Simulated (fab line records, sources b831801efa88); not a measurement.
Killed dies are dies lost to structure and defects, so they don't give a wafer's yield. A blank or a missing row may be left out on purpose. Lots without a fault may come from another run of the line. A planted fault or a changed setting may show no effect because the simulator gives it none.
A struck lot beside a sound one | flow sky130 | 18 steps out of a route of 708
Sound: wafers L358.2, L358.4, L358.6. Struck: wafer L368.6. (L368.3 of the same lot was not struck and is left out.) The cause comes at the end.
At each step with rows: each side's tool, then ch and its chambers, then its first start. Under that, the readings that differ: sound wafers | struck wafers | difference of the means | sigmas: that difference in standard deviations of wafers without a fault.
alike: readings whose means differ by less than 2 such deviations, and words and numbers that are the same on both sides. not compared: withheld readings, readings that some wafer has no value for, bounds like >300 that may hide the same value, and numbers for which the record gives no deviation and whose values overlap.
The two part at a step that has a row with sigmas, a row that says differs or no value, or rows on one side only. Numbers that don't overlap but have no deviation are shown without sigmas and don't part them. A reading that every wafer of one side lacks parts them only if that side has two wafers or more.

first, 3 steps without rows for these wafers: SKY_VIA1_EXPOSE_09 (exposes mask VIM, target cd 150 nm); SKY_VIA1_PEB_10; SKY_VIA1_DEVELOP_11 (develop time 60 s).
SKY_VIA1_CD_MEAS_12: target cd 150 nm.
  sound on cd_sem-01, day 36 23:51; struck on cd_sem-01, day 39 11:31
  alike: cd_nm
SKY_VIA1_OVL_MEAS_13:
  sound on overlay-01, day 36 23:58; struck on overlay-02, day 39 11:37
  alike: VIA1_OVL
SKY_VIA1_ETCH_14: etches BARC in N2/H2, stops on SiO2, time 45.9 s, target depth 60 nm.
  sound on rie_diel-01 ch 1,2, day 36 23:59; struck on rie_diel-01 ch 0, day 39 11:38
  alike: drypump_motor_current_A, oes_product_au, rf_fwd_power_W, throttle_valve_pct
  not compared: rf_hours_counter_h
SKY_VIA1_ETCH_15: etches SiO2 in C4F8/O2/Ar, stops on TiN, target depth 351 nm, time 54 s.
  sound on rie_diel-01 ch 1,2, day 37 00:02; struck on rie_diel-01 ch 0, day 39 11:40
  alike: oes_product_au, rf_fwd_power_W
  not compared: rf_hours_counter_h
SKY_VIA1_STRIP_16: strips in O2/N2.
  sound on plasma_asher-04 ch 0,1, day 37 00:04; struck on plasma_asher-02 ch 1, day 39 11:45
  alike: drypump_motor_current_A, oes_product_au, strip_time_to_endpoint_s
  not compared: rf_hours_counter_h
then, 3 steps without rows for these wafers: SKY_VIA1_STRIP_17 (strips in post etch residue remover, time 1200 s); SKY_VIA1_CLEAN_18 (cleans in IPA, time 180 s); SKY_VIA1_CLEAN_19 (cleans in O3/DIW).
SKY_VIA1_SPUTTER_20: material TiN, target thk 20 nm, time 80 s.
  sound on pvd_sputter-03, day 37 00:40; struck on pvd_sputter-03, day 39 12:19
  alike: cathode_dc_power_W, throttle_valve_pct
SKY_VIA1_CVD_21: deposits W, target thk 270 nm, time 80.902 s.
  sound on cvd_w-01 ch 0,1, day 37 00:44; struck on cvd_w-02 ch 1, day 39 12:24
  reading                            | sound             | struck | difference | sigmas
  model.W_of_VIA1_CVD_21.thk_nm (nm) | 271.2 271.2 268.1 | 366.7  | +96.5      |
  alike: heater_power_w
SKY_VIA1_RS_MEAS_22: measures by four-point-probe.
  sound on film_metro-02, day 37 00:50; struck on film_metro-02, day 39 12:30
  reading            | sound             | struck | difference | sigmas
  VIA1_W_RS (ohm/sq) | 0.424 0.424 0.429 | 0.312  | -0.114     | -26
SKY_VIA1_THK_MEAS_23: measures by xrf.
  sound on film_metro-02, day 37 00:57; struck on film_metro-02, day 39 12:36
  reading         | sound             | struck | difference | sigmas
  VIA1_W_THK (nm) | 274.9 274.4 270.1 | 373.6  | +100.5     | +33
SKY_VIA1_CMP_24: polishes, stops on SiO2, t overpolish 15 s, target thk 0 nm.
  sound on cmp-02 ch 0,1,2, day 37 01:00; struck on cmp-02 ch 1, day 39 12:38
  reading                | sound    | struck | difference | sigmas
  time_to_endpoint_s (s) | 65 75 67 | 85     | +16        | +3
  alike: motor_current_A
SKY_METAL2_SPUTTER_00: material Ti, target thk 15 nm, time 10 s.
  sound on pvd_sputter-01, day 37 01:18; struck on pvd_sputter-02, day 39 12:56
  reading                | sound          | struck | difference | sigmas
  throttle_valve_pct (%) | 28.9 30.0 28.8 | 32.1   | +2.9       | +3
  alike: cathode_dc_power_W
-- the record jumps here: 10 days lie between the struck wafers' starts before and after (it left off in module METAL2 and takes up again in module PAD_OPEN, whose first step shown is number 708 of the route) --
SKY_PAD_OPEN_PROBE_99:
  sound on prober-02, day 48 05:06; struck on prober-01, day 50 00:56
  reading                  | sound          | struck | difference | sigmas
  defect_limited_yield (%) | 83.1 86.4 84.1 | 79.1   | -5.4       | -3
  killed_at_M0_to_M3       | 35 40 36       | 55     | +18        | +2
  killed_dies              | 83 67 78       | 103    | +27        | +3
  killed_open              | 41 34 42       | 57     | +18        | +2
  sort_bin_5_function (%)  | 10.2 7.9 8.1   | 13.2   | +4.5       | +3
  sort_n_pass              | 409 425 414    | 389    | -27        | -3
  sort_yield_pct (%)       | 83.1 86.4 84.1 | 79.1   | -5.4       | -3
  alike: killed_at_M4_up, killed_at_contacts, killed_at_front_end, killed_at_other, killed_short, sort_bin_3_pad_short, sort_bin_6_memory

WHERE THEY PART
First at SKY_VIA1_RS_MEAS_22; last, within this record, at SKY_PAD_OPEN_PROBE_99.

WHY: what the simulator had put in
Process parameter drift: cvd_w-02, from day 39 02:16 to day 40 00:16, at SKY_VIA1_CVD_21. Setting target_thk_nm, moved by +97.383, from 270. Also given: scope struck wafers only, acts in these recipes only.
